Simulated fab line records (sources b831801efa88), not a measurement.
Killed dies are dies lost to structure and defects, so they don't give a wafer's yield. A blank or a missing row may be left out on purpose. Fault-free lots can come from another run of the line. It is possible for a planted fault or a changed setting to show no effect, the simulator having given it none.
A lot that was struck, set against a sound lot    flow sky130    44 steps out of a route of 708
Sound: these wafers, L921.3, L921.5, L921.6. The struck wafers were L931.2, L931.4, L931.5. At the end, the cause is stated.
Per side, at each step with rows, come the tool, then ch with its chambers, and then its first start. Under that, the readings that differ: sound wafers    struck wafers    difference of the means    sigmas: that difference in standard deviations of wafers without a fault.
alike: words and numbers the same on both sides, and readings whose means are apart by under 2 such deviations; not compared: readings that were withheld, readings missing a value for some wafer, numbers with overlapping values and no deviation given by the record, and bounds like >300 which may hide the same value.
The two part at a step that has a row with sigmas, a row that says differs or no value, or rows on one side only. Non-overlapping numbers with no deviation appear without sigmas and do not part them. A reading that every wafer of one side lacks parts them only if that side has two wafers or more.

first, 1 step without rows for these wafers: SKY_SONOS_TUNNEL_DEVELOP_06 (develop time 60 s).
SKY_SONOS_TUNNEL_CD_MEAS_07 targets a cd of 410 nm.
  sound: cd-sem-02 at day 12 07:35; struck: cd-sem-02 at day 15 15:43
  alike: cd-nm
SKY_SONOS_TUNNEL_OVL_MEAS_08:
  sound: overlay-01 at day 12 07:40; struck: overlay-02 at day 15 15:49
  alike: SONOS_TUNNEL_OVL
then, 3 steps without rows for these wafers: SKY_SONOS_TUNNEL_IMPLANT_09; SKY_SONOS_TUNNEL_WET_ETCH_10 (etches SiO2 in dHF, target depth 14 nm, time 280 s); SKY_SONOS_TUNNEL_STRIP_11 (strips in SPM, time 600 s).
SKY_SONOS_TUNNEL_TW_MEAS_12:
  sound: film-metro-01 at day 12 08:08; struck: film-metro-04 at day 15 16:16
reading          sound              struck             difference  sigmas
SONOS_TUNNEL_TW  197.8 199.0 197.9  194.7 194.1 193.8  -4.0        -3
then, 2 steps without rows for these wafers: SKY_SONOS_TUNNEL_CLEAN_13 (cleans in dHF, time 20 s); SKY_SONOS_ONO_OXIDATION_00 (stabilise 600 s, purge 300 s, target thk 2.6 nm).
SKY_SONOS_ONO_THK_MEAS_01:
  sound: film-metro-02 at day 12 09:59; struck: film-metro-02 at day 15 17:41
reading                       sound           struck          difference  sigmas
SONOS_ONO_OXIDATION_THK (nm)  2.65 2.66 2.65  2.56 2.52 2.53  -0.12       -2
then, 1 step without rows for these wafers: SKY_SONOS_ONO_CVD_02 (deposits Si3N4 from DCS/NH3, target thk 10.5 nm, time 180 s).
SKY_SONOS_ONO_THK_MEAS_03:
  sound: film-metro-02 at day 12 11:32; struck: film-metro-01 at day 15 20:16
  alike: SONOS_ONO_CVD_02_THK
SKY_SONOS_ONO_CVD_04: deposits SiO2 from SiH4/N2O, target thk 5.7199 nm.
  sound on lpcvd-03 ch 1, day 12 11:34; struck on lpcvd-03 ch 0, day 15 20:19
reading                                     sound              struck             difference  sigmas
spike-tc-bottom-C (C)                       920.5 920.7 920.8  972.4 970.4 972.4  +51.1       +34
spike-tc-centre-C (C)                       901.3 902.1 900.0  955.9 955.3 953.9  +53.9       +59
spike-tc-lower-C (C)                        898.4 899.3 899.8  951.3 953.3 954.0  +53.7       +57
spike-tc-top-C (C)                          908.1 907.8 909.4  965.0 966.6 965.9  +57.4       +24
spike-tc-upper-C (C)                        901.6 901.0 900.6  954.2 951.9 953.4  +52.1       +37
susceptor-temp-C (C)                        900.6 900.7 900.4  953.8 953.8 954.1  +53.3       +99 or more
zone-power-bottom-pct (%)                   26.4 26.7 26.8     29.0 29.3 28.7     +2.4        +4
zone-power-lower-pct (%)                    18.91 18.94 19.08  21.78 21.67 21.52  +2.68       +13
zone-power-upper-pct (%)                    15.00 14.99 15.07  17.39 17.65 17.59  +2.52       +14
model.SiO2_of_SONOS_ONO_CVD_04.thk-nm (nm)  5.794 5.862 5.774  8.912 8.967 9.012  +3.154      
SKY_SONOS_ONO_THK_MEAS_05:
  sound: film-metro-01 at day 12 12:50; struck: film-metro-01 at day 15 21:34
reading                    sound           struck          difference  sigmas
SONOS_ONO_CVD_04_THK (nm)  5.83 5.85 5.76  8.92 8.96 9.01  +3.15       +32
then, 7 steps without rows for these wafers: SKY_SONOS_ONO_DEHYDRATE_06 (time 60 s); SKY_SONOS_ONO_HMDS_07 (prime time 60 s); SKY_SONOS_ONO_COAT_08 (resist thk 1140 nm); SKY_SONOS_ONO_SOFTBAKE_09 (time 60 s); SKY_SONOS_ONO_EXPOSE_10 (exposes mask ONOM, target cd 410 nm); SKY_SONOS_ONO_PEB_11; SKY_SONOS_ONO_DEVELOP_12 (develop time 60 s).
SKY_SONOS_ONO_CD_MEAS_13 targets a cd of 410 nm.
  sound: cd-sem-02 at day 13 14:07; struck: cd-sem-01 at day 17 00:14
  alike: cd-nm
SKY_SONOS_ONO_OVL_MEAS_14:
  sound: overlay-01 at day 13 14:12; struck: overlay-02 at day 17 00:21
  alike: SONOS_ONO_OVL
SKY_SONOS_ONO_ETCH_15: etches the open film in CHF3/O2, target depth 19.52 nm, time 7.8 s.
  sound on rie-diel-04 ch 0,3, day 13 14:14; struck on rie-diel-01 ch 1,2, day 17 00:23
  alike: drypump-motor-current-A, oes-product-au, throttle-valve-pct
  not compared: rf-hours-counter-h
then, 1 step without rows for these wafers: SKY_SONOS_ONO_WET_ETCH_16 (etches SiO2 in dHF, target depth 14 nm, time 280 s).
SKY_SONOS_ONO_STRIP_17: strips in O2/N2.
  sound on plasma-asher-02 ch 0,1, day 13 14:23; struck on plasma-asher-04 ch 0,1, day 17 00:29
  alike: drypump-motor-current-A, oes-product-au, strip-time-to-endpoint-s
  not compared: rf-hours-counter-h
then, 3 steps without rows for these wafers: SKY_SONOS_ONO_WET_ETCH_18 (etches Si3N4 in H3PO4, target depth 15 nm, time 172 s); SKY_GATE_OXIDE_CLEAN_00 (cleans in SC1/SC2, time 150 s); SKY_GATE_OXIDE_OXIDATION_01 (stabilise 600 s, purge 300 s, target thk 10.268 nm).
SKY_GATE_OXIDE_THK_MEAS_02:
  sound: film-metro-02 at day 13 17:52; struck: film-metro-01 at day 17 03:59
  alike: GATE_OXIDE_OXIDATION_00_THK
then, 7 steps without rows for these wafers: SKY_GATE_OXIDE_DEHYDRATE_03 (time 60 s); SKY_GATE_OXIDE_HMDS_04 (prime time 60 s); SKY_GATE_OXIDE_COAT_05 (resist thk 1140 nm); SKY_GATE_OXIDE_SOFTBAKE_06 (time 60 s); SKY_GATE_OXIDE_EXPOSE_07 (exposes mask LVOM, target cd 600 nm); SKY_GATE_OXIDE_PEB_08; SKY_GATE_OXIDE_DEVELOP_09 (develop time 60 s).
SKY_GATE_OXIDE_OVL_MEAS_10:
  sound: overlay-02 at day 14 19:11; struck: overlay-01 at day 18 09:00
  alike: GATE_OXIDE_OVL
then, 2 steps without rows for these wafers: SKY_GATE_OXIDE_IMPLANT_11; SKY_GATE_OXIDE_WET_ETCH_12 (etches SiO2 in dHF, target depth 16.8 nm, time 336 s).
SKY_GATE_OXIDE_STRIP_13: strips in O2/N2.
  sound on plasma-asher-04 ch 0,1, day 14 19:29; struck on plasma-asher-04 ch 0,1, day 18 09:17
  alike: drypump-motor-current-A, oes-product-au, strip-time-to-endpoint-s
  not compared: rf-hours-counter-h
SKY_GATE_OXIDE_TW_MEAS_14:
  sound: film-metro-02 at day 14 19:35; struck: film-metro-03 at day 18 09:23
  alike: GATE_OXIDE_TW
SKY_GATE_OXIDE_CLEAN_15: cleans in SC1/SC2, time 150 s.
  sound on wet-bench-04 ch 3, day 14 19:37; struck on wet-bench-02 ch 3, day 18 09:26
reading                                     sound              struck             difference  sigmas
model.SiO2_of_SONOS_ONO_CVD_04.thk-nm (nm)  4.265 4.336 4.248  7.388 7.445 7.487  +3.157      
-- record jumps: 31 days separate the struck wafers' starts on either side; left off in module GATE_OXIDE, taken up again in module PAD_OPEN, whose first shown step is the route's number 708 --
SKY_PAD_OPEN_PROBE_99:
  sound: prober-01 at day 46 20:08; struck: prober-02 at day 49 10:43
reading             sound     struck    difference  sigmas
killed_at_M0_to_M3  37 39 38  56 56 48  +15         +2
  alike: killed_at_M4_up, killed-at-contacts, killed-at-front-end, killed-at-other, killed-dies, killed-open, killed-short

== WHERE THEY PART ==
Last at SKY_PAD_OPEN_PROBE_99 as far as this record goes, first at SKY_SONOS_TUNNEL_TW_MEAS_12.

WHY: what had been put in by the simulator
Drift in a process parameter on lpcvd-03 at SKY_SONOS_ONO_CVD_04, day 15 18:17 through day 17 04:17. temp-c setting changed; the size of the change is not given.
